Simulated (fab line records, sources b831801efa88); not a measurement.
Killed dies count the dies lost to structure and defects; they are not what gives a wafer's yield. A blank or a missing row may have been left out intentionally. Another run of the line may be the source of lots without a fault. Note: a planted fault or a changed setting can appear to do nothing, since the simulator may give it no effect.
Problem report in the 8D (eight disciplines) form, filled by code | flow sky130 | the parts of the form that need people (team, actions taken, sign-off) are left out

## 1. THE PROBLEM
VT_ADJUST_HVTR_TW at SKY_VT_ADJUST_HVTR_TW_MEAS_11 reads a mean of 225.0 on 6 wafers of 2 lots; wafers without a fault read 210.7 with a standard deviation of 2.4. That puts it +6.0 standard deviations away from the usual mean.
Earliest sighting: wafer L953.2 on film-metro-04 at day 13 23:31. At this step, 39 wafers from 13 lots have a number in the record. Rule for "out", or "out of limits": more than 4 standard deviations from the usual mean. The other wafers with a number count as sound.

## 2. WHAT IT IS, AND WHAT IT ISN'T
question                    | is                           | is not
which readings at this step | VT_ADJUST_HVTR_TW            | -
which lots                  | L953, L954                   | L938, L939, L940, L941, L942, L943, L946, L948, L950, L952, L961
which wafers of those lots  | all that have a number       | -
read on which gauges        | film-metro-01, film-metro-04 | film-metro-03
when                        | from day 13 23:31            | up to then (30 sound wafers); but 3 sound wafers of L961 came after

## 3. THE SUSPECTS, EACH WITH WHAT RULES IT OUT
Counting: a tool at any process step up to the reading remains a suspect when it ran all the lots that are out and ran no sound lot after the first of those.
- ruled out: the gauge at SKY_VT_ADJUST_HVTR_TW_MEAS_11. Those wafers that are out were read across 2 gauges (film-metro-01, film-metro-04).
- implanter-02 at SKY_VT_ADJUST_HVTR_IMPLANT_09: kept. Every lot that is out went through it, starting with L953 (day 13 23:17), and after that it ran no sound lot; the last sound lot it ran before then is L950 (day 13 07:20). On those wafers its own readings are out: beam-on-s, end-station-pressure-torr, faraday-current-uA.
After counting, what remains is implanter-02 at SKY_VT_ADJUST_HVTR_IMPLANT_09.

## 4. THE CAUSE (what the simulator had put in)
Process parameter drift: implanter-02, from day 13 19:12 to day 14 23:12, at SKY_VT_ADJUST_HVTR_IMPLANT_09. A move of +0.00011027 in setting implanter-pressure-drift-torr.
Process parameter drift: implanter-02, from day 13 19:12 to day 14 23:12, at SKY_VT_ADJUST_HVTR_IMPLANT_09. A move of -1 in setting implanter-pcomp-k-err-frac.
This tool alone remained once counting was done.

## 5. THE CHAIN OF EFFECTS, in route order
Rows list readings where the struck wafers' mean (over those with a number) sits beyond 3 standard deviations from the usual. Only readings whose record carries a usual standard deviation are examined. hours: median over the lots of the time between each lot's start at the first step of this table that gives one and its start at this step. sigmas: the change, counted in usual standard deviations.
hours | step                          | reading                   | usual         | on struck wafers | change    | sigmas
0     | SKY_VT_ADJUST_HVTR_IMPLANT_09 | beam-on-s                 | 10.00 s       | 12.60            | +2.60     | +14
0     | SKY_VT_ADJUST_HVTR_IMPLANT_09 | end-station-pressure-torr | 5.01e-06 Torr | 1.15e-04         | +1.10e-04 | +99 or more
0     | SKY_VT_ADJUST_HVTR_IMPLANT_09 | faraday-current-uA        | 11.85         | 9.49             | -2.36     | -11
0     | SKY_VT_ADJUST_HVTR_TW_MEAS_11 | VT_ADJUST_HVTR_TW         | 210.7         | 225.0            | +14.3     | +6.0
Here are the process steps it includes:
- SKY_VT_ADJUST_HVTR_IMPLANT_09
Later measuring or inspecting steps at which every struck wafer that the step has a row for has a number for every such reading, and none has moved that far: SKY_SONOS_TUNNEL_TW_MEAS_12.

## 6. WHAT WOULD HAVE CAUGHT IT SOONER
The first out-of-limits reading at a measuring or inspecting step in this record came at day 13 23:31, 4 hours after the fault's start at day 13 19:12.
At SKY_VT_ADJUST_HVTR_IMPLANT_09, the tool's own readings (beam-on-s, end-station-pressure-torr, faraday-current-uA) were out on each struck wafer the step has a row for, so an alarm limit on them would have fired on the first such wafer.
Of the lots that are out (2), L954 began SKY_VT_ADJUST_HVTR_IMPLANT_09 on implanter-02 after day 13 23:31. Putting the tool on hold at that point would have spared it.
